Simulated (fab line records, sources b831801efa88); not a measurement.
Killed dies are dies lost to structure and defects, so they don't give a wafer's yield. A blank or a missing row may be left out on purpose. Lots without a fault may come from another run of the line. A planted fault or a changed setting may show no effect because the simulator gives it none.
One fault seen from 2 desks | flow sky130 | each desk has only its own numbers; what lay behind them comes last

THE TOOL OWNER'S DESK: rie_metal-03
The tool's own readings at SKY_LOCAL_INTERCONNECT_ETCH_13 (etches BARC in N2/H2, stops on SiO2, time 45.9 s, target depth 60 nm): means of the sampled wafers that have a number, for each lot that ran on this tool. A lot is out of limits, marked OUT, if its mean lies more than 4 standard deviations from the usual mean; the brackets give that distance.
Columns: A = drypump_motor_current_A at SKY_LOCAL_INTERCONNECT_ETCH_13, usual 6.2 A; B = oes_product_au at SKY_LOCAL_INTERCONNECT_ETCH_13, usual 0.849 a.u.; C = throttle_valve_pct at SKY_LOCAL_INTERCONNECT_ETCH_13, usual 13.224 %
lot  | first seen here | A   | B                | C
L248 | day 33 03:28    | 5.8 | 0.826 (-4.8) OUT | 13.220
L249 | day 33 13:43    | 5.7 | 0.823 (-5.4) OUT | 13.215
This desk's finding: out of limits on L248, L249; first on L248, day 33 03:28 (oes_product_au at SKY_LOCAL_INTERCONNECT_ETCH_13). In limits: none.

THE METROLOGY DESK
What the gauges read, lot by lot, whatever tool the lot ran on: means of the sampled wafers that have a number. A lot is out of limits, marked OUT, if its mean lies more than 4 standard deviations from the usual mean; the brackets give that distance.
Columns: A = LOCAL_INTERCONNECT_TIN_RS at SKY_LOCAL_INTERCONNECT_RS_MEAS_01, usual 14.17 ohm/sq; B = LOCAL_INTERCONNECT_TIN_THK at SKY_LOCAL_INTERCONNECT_THK_MEAS_02, usual 99.3 nm; C = cd_nm at SKY_LOCAL_INTERCONNECT_CD_MEAS_11, usual 169.5 nm
lot  | first seen here | A     | B     | C
L242 | day 30 01:14    | 14.14 | 99.3  | 169.4
L243 | day 30 16:37    | 14.33 | 98.6  | 170.2
L248 | day 32 00:32    | 14.21 | 99.1  | 171.0
L249 | day 32 11:35    | 14.29 | 98.0  | 168.4
L253 | day 33 10:50    | 14.23 | 99.2  | 168.8
L252 | day 33 11:56    | 14.18 | 98.9  | 168.1
L254 | day 33 22:28    | 13.95 | 100.5 | 170.1
L255 | day 34 01:25    | 14.13 | 99.8  | 171.5
L256 | day 34 15:11    | 13.82 | 101.9 | 168.5
L259 | day 35 12:22    | 14.08 | 100.2 | 169.3
L263 | day 36 17:53    | 14.27 | 98.3  | 167.6
This desk's finding: nothing out of limits on any of the 11 lots.

PUT TOGETHER
The tool owner's desk could have raised an alarm at day 33 03:28, on L248, L249.
The metrology desk saw nothing out of limits.
The metrology desk has L248, L249 on record, within its limits.
Of the lots named, all ran SKY_LOCAL_INTERCONNECT_ETCH_13 on rie_metal-03.

WHAT THE SIMULATOR HAD PUT IN
Process parameter drift: rie_metal-03, from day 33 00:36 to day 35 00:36, at SKY_LOCAL_INTERCONNECT_ETCH_13. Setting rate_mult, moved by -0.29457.
Lots struck among those shown: L248, L249.
Hours from the fault's start to each desk's first reading out of limits: the tool owner's desk, 3.
